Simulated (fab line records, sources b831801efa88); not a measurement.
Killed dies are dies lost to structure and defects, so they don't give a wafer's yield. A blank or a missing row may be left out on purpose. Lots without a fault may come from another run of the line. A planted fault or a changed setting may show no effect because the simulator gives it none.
One fault seen from 2 desks | flow sky130 | each desk has only its own numbers; what lay behind them comes last

THE METROLOGY DESK
What the gauges read, lot by lot, whatever tool the lot ran on: means of the sampled wafers that have a number. A lot is out of limits, marked OUT, if its mean lies more than 4 standard deviations from the usual mean; the brackets give that distance.
Columns: A = NWELL_00_OVL at SKY_NWELL_OVL_MEAS_10, usual -0.9 nm; B = NWELL_RS at SKY_NWELL_RS_MEAS_29, usual 624.2 ohm/sq; C = VT_ADJUST_LVTN_TW at SKY_VT_ADJUST_LVTN_TW_MEAS_10, usual 241.4; D = VT_ADJUST_NCORE_OVL at SKY_VT_ADJUST_NCORE_OVL_MEAS_08, usual 0.0 nm
lot  | first seen here | A    | B     | C              | D
L107 | day 5 17:23     | -1.6 | 627.0 | 243.6          | 1.0
L110 | day 6 07:05     | -1.1 | 624.2 | 243.3          | 1.1
L111 | day 6 08:21     | -1.7 | 624.3 | 240.9          | 0.4
L112 | day 6 16:05     | 0.4  | 623.4 | 242.1          | -1.3
L114 | day 7 03:08     | -0.1 | 623.5 | 30.2 (-96) OUT | -
L122 | day 9 07:56     | -0.2 | 622.3 | 242.9          | 0.1
L123 | day 9 13:55     | -2.3 | 621.0 | 242.4          | -1.2
L125 | day 9 19:53     | -0.2 | 620.6 | 237.4          | 1.7
L124 | day 9 20:32     | -0.5 | 626.7 | 238.7          | 0.1
L126 | day 10 02:05    | -0.2 | 623.3 | 239.5          | -3.0
L127 | day 10 05:36    | -2.3 | 623.6 | 244.3          | 0.4
This desk's finding: out of limits on L114; first on L114, day 9 21:10 (VT_ADJUST_LVTN_TW at SKY_VT_ADJUST_LVTN_TW_MEAS_10). In limits: L107, L110, L111, L112, L122, L123, L125, L124, L126, L127.

THE TOOL OWNER'S DESK: plasma_asher-02
The tool's own readings at SKY_VT_ADJUST_HVTP_STRIP_10 (strips in O2/N2): means of the sampled wafers that have a number, for each lot that ran on this tool. A lot is out of limits, marked OUT, if its mean lies more than 4 standard deviations from the usual mean; the brackets give that distance.
Columns: A = drypump_motor_current_A at SKY_VT_ADJUST_HVTP_STRIP_10, usual 5.8 A; B = oes_product_au at SKY_VT_ADJUST_HVTP_STRIP_10, usual 0.716 a.u.; C = strip_time_to_endpoint_s at SKY_VT_ADJUST_HVTP_STRIP_10, usual 14.15 s
lot  | first seen here | A   | B               | C
L112 | day 8 10:59     | 5.3 | 0.720           | 14.13
L114 | day 8 23:21     | 5.4 | 0.928 (+44) OUT | -
L123 | day 11 13:58    | 5.3 | 0.712           | 14.20
L127 | day 12 05:26    | 5.2 | 0.715           | 14.15
This desk's finding: out of limits on L114; first on L114, day 8 23:21 (oes_product_au at SKY_VT_ADJUST_HVTP_STRIP_10). In limits: L112, L123, L127.

PUT TOGETHER
The tool owner's desk could have raised an alarm at day 8 23:21, on L114.
The metrology desk could have raised an alarm at day 9 21:10, on L114.
Of the lots named, all ran SKY_VT_ADJUST_HVTP_STRIP_10 on plasma_asher-02.

WHAT THE SIMULATOR HAD PUT IN
Strip aborted: plasma_asher-02, from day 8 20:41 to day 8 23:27, at SKY_VT_ADJUST_HVTP_STRIP_10. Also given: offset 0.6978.
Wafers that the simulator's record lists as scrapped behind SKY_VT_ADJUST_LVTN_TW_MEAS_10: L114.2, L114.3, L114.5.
Lots struck among those shown: L114.
Hours from the fault's start to each desk's first reading out of limits: the tool owner's desk, 3; the metrology desk, 24.
